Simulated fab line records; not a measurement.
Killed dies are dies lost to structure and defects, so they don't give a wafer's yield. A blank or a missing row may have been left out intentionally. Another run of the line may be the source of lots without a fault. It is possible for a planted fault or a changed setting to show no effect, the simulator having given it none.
Which of the tools did it?    flow sky130    Sampling: 14 lots, 42 wafers, 3 of 708 route steps

== WHAT THE GAUGES READ, wafer by wafer ==
SKY_VT_ADJUST_HVTR_CD_MEAS_07: target cd 380 nm.
lot   measured      on         cd nm (nm)
L153  day 9 15:09   cd sem-02  379.4 378.9 379.5
L154  day 10 02:31  cd sem-02  382.1 382.8 379.9
L155  day 10 08:27  cd sem-02  376.5 376.0 375.3
L156  day 10 11:39  cd sem-02  378.0 379.0 379.4
L157  day 10 16:10  cd sem-02  381.2 382.3 382.3
L158  day 11 04:45  cd sem-02  378.4 380.3 380.7
L159  day 12 00:29  cd sem-02  376.7 377.5 377.6
L161  day 12 18:31  cd sem-01  383.9 383.4 382.2
L162  day 13 07:35  cd sem-02  383.9 383.3 384.0
L164  day 13 08:49  cd sem-01  379.3 378.8 379.1
L166  day 14 01:56  cd sem-02  379.6 380.9 378.0
L165  day 14 06:01  cd sem-02  379.9 378.1 379.5
L168  day 14 20:10  cd sem-02  383.1 384.9 386.2
L169  day 15 03:50  cd sem-02  378.3 379.8 381.9

SKY_VT_ADJUST_HVTR_OVL_MEAS_08.
lot   measured      on          VT_ADJUST_HVTR_OVL (nm)
L153  day 9 15:14   overlay-02  -0.7 -1.9 0.5
L154  day 10 02:38  overlay-01  -2.6 -0.8 -4.1
L155  day 10 08:34  overlay-02  -1.4 -2.6 -1.7
L156  day 10 11:46  overlay-01  -0.1 -0.2 1.5
L157  day 10 16:17  overlay-02  -1.2 -2.2 -0.6
L158  day 11 04:52  overlay-02  -1.7 -0.9 -0.4
L159  day 12 00:35  overlay-02  0.2 0.8 -1.1
L161  day 12 18:36  overlay-01  -3.0 -1.9 0.2
L162  day 13 07:41  overlay-01  -2.1 -5.1 -2.0
L164  day 13 08:56  overlay-01  -2.8 -2.0 0.4
L166  day 14 02:02  overlay-02  -1.3 -1.6 -1.7
L165  day 14 06:08  overlay-02  -1.4 -2.9 -1.7
L168  day 14 20:17  overlay-02  -2.7 -2.5 -3.5
L169  day 15 03:56  overlay-01  -2.5 -1.2 -2.4

SKY_VT_ADJUST_PCH_OVL_MEAS_07.
lot   measured      on          VT_ADJUST_PCH_OVL (nm)
L153  day 10 12:54  overlay-02  1.8 0.9 2.9
L154  day 11 00:56  overlay-02  0.9 1.7 -0.2
L155  day 11 07:54  overlay-01  1.4 -0.1 -1.4
L156  day 11 10:28  overlay-01  1.0 3.4 1.3
L157  day 11 15:58  overlay-01  2.6 0.8 0.5
L158  day 12 05:00  overlay-01  1.3 2.9 2.3
L159  day 13 01:07  overlay-01  1.1 -1.1 -0.4
L161  day 13 18:46  overlay-01  0.7 1.3 -0.7
L162  day 14 08:55  overlay-02  3.1 4.0 4.6
L164  day 14 10:32  overlay-02  0.0 -0.1 0.6
L166  day 15 04:34  overlay-01  -1.9 0.7 0.1
L165  day 15 09:39  overlay-01  0.2 1.0 2.4
L168  day 16 00:01  overlay-02  0.8 2.5 1.5
L169  day 16 07:19  overlay-02  2.0 2.5 3.1

== EACH LOT AND THE TOOL THAT RAN IT (in order: tool; ch and the chambers of the sampled wafers; start) ==
The record shows no process step preceding these readings.

== AS READ BY THE TOOLS THEMSELVES (means over the sampled wafers that have a number; for cases with no such wafer, the mark the record gives instead) ==
The record holds no such reading with a usual standard deviation.

== THE ANSWER, worked out from the rows above alone ==
Rule: what is usual is taken from the lots themselves. The widest of any qualifying gaps counts: lots, ordered by their means at a reading, are off when they make up no more than a third of the lots, leave a main group of 4 or more, and stand apart from it by 3 or more times the standard deviation of that group's means. A main group is skipped when, at the precision printed for the reading in the tables above, its means are all equal. Also off: a lot with no number at a reading for which 4 or more lots have one. All remaining lots with rows at the step are treated as sound. The gauges are gone through in route order, then the tools' own readings, and for those a lot's mean is taken as printed above. The first step at which some lot is off is used, and at that step the reading that is off furthest; a lot without a number counts as furthest.
Nothing can be told from this: no lot is off at any reading shown.

== WHAT HAD BEEN PUT IN BY THE SIMULATOR ==
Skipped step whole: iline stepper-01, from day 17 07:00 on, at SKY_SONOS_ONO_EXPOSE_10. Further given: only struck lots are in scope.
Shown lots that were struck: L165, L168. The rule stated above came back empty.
